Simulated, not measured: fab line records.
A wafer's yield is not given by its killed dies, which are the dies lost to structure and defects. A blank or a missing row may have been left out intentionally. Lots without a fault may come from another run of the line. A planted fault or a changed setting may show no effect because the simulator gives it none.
Which of the tools did it?    flow sky130    39 wafers from 13 lots sampled at 4 of the route's 708 steps

## WHAT THE GAUGES SHOWED, per wafer
SKY_METAL3_CD_MEAS_13 targets a cd of 300 nm. Usual: 300.0 nm for cd nm, sd 1.6.
lot   measured      on         cd nm (nm)         flag
L733  day 39 02:04  cd sem-01  302.6 300.8 301.3  
L736  day 40 02:25  cd sem-01  298.1 299.3 299.4  
L737  day 40 11:44  cd sem-02  299.6 299.6 299.5  
L739  day 40 20:10  cd sem-01  301.5 301.1 302.2  
L741  day 41 01:47  cd sem-01  303.5 302.9 303.2  
L743  day 41 14:05  cd sem-02  301.9 301.6 301.7  
L742  day 41 17:00  cd sem-01  301.1 301.8 300.7  
L744  day 42 00:50  cd sem-02  298.1 297.6 298.7  
L745  day 42 01:54  cd sem-01  299.9 300.9 300.5  
L747  day 42 12:07  cd sem-02  299.0 301.4 299.7  
L750  day 43 03:50  cd sem-01  300.0 300.7 299.9  
L753  day 44 00:01  cd sem-02  300.6 298.7 299.2  
L755  day 44 13:41  cd sem-01  302.2 299.6 301.0  

SKY_METAL3_OVL_MEAS_14. Usual: for METAL3_OVL the level is 5 nm and the standard deviation is 5.8.
lot   measured      on          METAL3_OVL (nm)  flag
L733  day 39 02:11  overlay-02  4 17 13          
L736  day 40 02:31  overlay-01  7 11 13          
L737  day 40 11:52  overlay-01  -4 -3 -1         
L739  day 40 20:16  overlay-01  13 12 12         
L741  day 41 01:53  overlay-02  9 -1 8           
L743  day 41 14:10  overlay-01  0 -5 -5          
L742  day 41 17:07  overlay-02  13 5 9           
L744  day 42 00:58  overlay-02  -3 0 0           
L745  day 42 02:01  overlay-02  0 -8 -4          
L747  day 42 12:14  overlay-02  -5 5 0           
L750  day 43 03:58  overlay-02  3 9 9            
L753  day 44 00:07  overlay-01  8 7 7            
L755  day 44 13:49  overlay-02  -3 1 -3          

SKY_VIA3_RS_MEAS_22: the measuring method here is four-point-probe. Usual: for VIA3_W_RS the level is 0.296 ohm/sq and the standard deviation is 0.0035.
lot   measured      on             VIA3_W_RS (ohm/sq)                         flag
L733  day 40 04:58  film metro-03  0.292 0.297 0.295                          
L736  day 41 05:43  film metro-02  0.291 0.296 0.287                          
L737  day 41 14:43  film metro-04  0.299 0.301 0.298                          
L739  day 41 23:40  film metro-02  0.297 0.300 0.291                          
L741  day 42 04:41  film metro-02  0.290 0.296 0.295                          
L743  day 42 15:56  film metro-02  0.298 0.296 0.300                          
L742  day 42 19:00  film metro-02  57.581 58.882 59.409 57.583 59.041 59.475  OFF
L744  day 43 02:28  film metro-02  56.815 57.226 58.620 56.925 57.161 58.468  OFF
L745  day 43 03:46  film metro-02  58.318 57.865 58.394 58.221 57.672 58.404  OFF
L747  day 43 13:04  film metro-03  0.299 0.298 0.295                          
L750  day 44 04:58  film metro-02  0.291 0.292 0.293                          
L753  day 45 01:02  film metro-03  0.294 0.296 0.290                          
L755  day 45 13:57  film metro-03  0.298 0.295 0.294                          

## TOOL THAT RAN EACH LOT (tool first, then ch and the chambers of the sampled wafers, then the start)
lot   SKY_VIA3_CVD_21
L733  cvd w-01 ch 1, day 40 04:50
L736  cvd w-01 ch 0,1, day 41 05:36
L737  cvd w-02 ch 0,1, day 41 14:35
L739  cvd w-02 ch 0,1, day 41 23:32
L741  cvd w-01 ch 0,1, day 42 04:32
L743  cvd w-01 ch 0,1, day 42 15:48
L742  cvd w-01 ch 0,1, day 42 18:52
L744  cvd w-01 ch 0,1, day 43 02:20
L745  cvd w-01 ch 0,1, day 43 03:37
L747  cvd w-01 ch 0,1, day 43 12:57
L750  cvd w-01 ch 1, day 44 04:51
L753  cvd w-01 ch 0,1, day 45 00:53
L755  cvd w-01 ch 0,1, day 45 13:50
- SKY_VIA3_CVD_21: deposits W, target thk 390 nm, time 117.31 s.

## WHAT THE TOOLS THEMSELVES READ (means of the sampled wafers that have a number; where no wafer has one, the mark that the record gives instead)
SKY_VIA3_CVD_21. Usual: chamber pressure Torr 40.01 Torr, standard deviation 0.086; heater power outer w 520 W, standard deviation 32; heater power w 840 W, standard deviation 41.
lot   tool      chamber pressure Torr (Torr)  heater power outer w (W)  heater power w (W)  flag
L733  cvd w-01  40.01                         470                       788                 
L736  cvd w-01  39.94                         502                       816                 
L737  cvd w-02  40.05                         532                       867                 
L739  cvd w-02  39.99                         543                       837                 
L741  cvd w-01  39.88                         495                       829                 
L743  cvd w-01  39.95                         523                       837                 
L742  cvd w-01  -                             -                         -                   OFF
L744  cvd w-01  -                             -                         -                   OFF
L745  cvd w-01  -                             -                         -                   OFF
L747  cvd w-01  40.04                         496                       820                 
L750  cvd w-01  40.03                         479                       784                 
L753  cvd w-01  40.01                         525                       847                 
L755  cvd w-01  40.10                         528                       841                 

## THE ANSWER, worked out from the rows above alone
Rule: a lot counts as off when the mean over its wafers that have a number is more than 3 standard deviations away from the usual mean. A lot without any number at a reading at which 4 lots or more have one is off too. All remaining lots with rows at the step are treated as sound. First the gauges in route order, then the tools' own readings, where a lot's mean is used as printed above. The first step at which some lot is off is used, and at that step the reading that is off furthest; a lot without a number counts as furthest.
Off: at SKY_VIA3_RS_MEAS_22 (VIA3_W_RS), L742, L744, L745.
If a tool, at a process step before that reading, ran all the lots that are off and no sound lot after the first of them, it fits. The gauges at SKY_VIA3_RS_MEAS_22 aren't tried: what is off there is off at SKY_VIA3_CVD_21 too, on other tools, and a gauge's error can't cause that. None of those tried fits.

## WHAT THE SIMULATOR HAD PUT IN
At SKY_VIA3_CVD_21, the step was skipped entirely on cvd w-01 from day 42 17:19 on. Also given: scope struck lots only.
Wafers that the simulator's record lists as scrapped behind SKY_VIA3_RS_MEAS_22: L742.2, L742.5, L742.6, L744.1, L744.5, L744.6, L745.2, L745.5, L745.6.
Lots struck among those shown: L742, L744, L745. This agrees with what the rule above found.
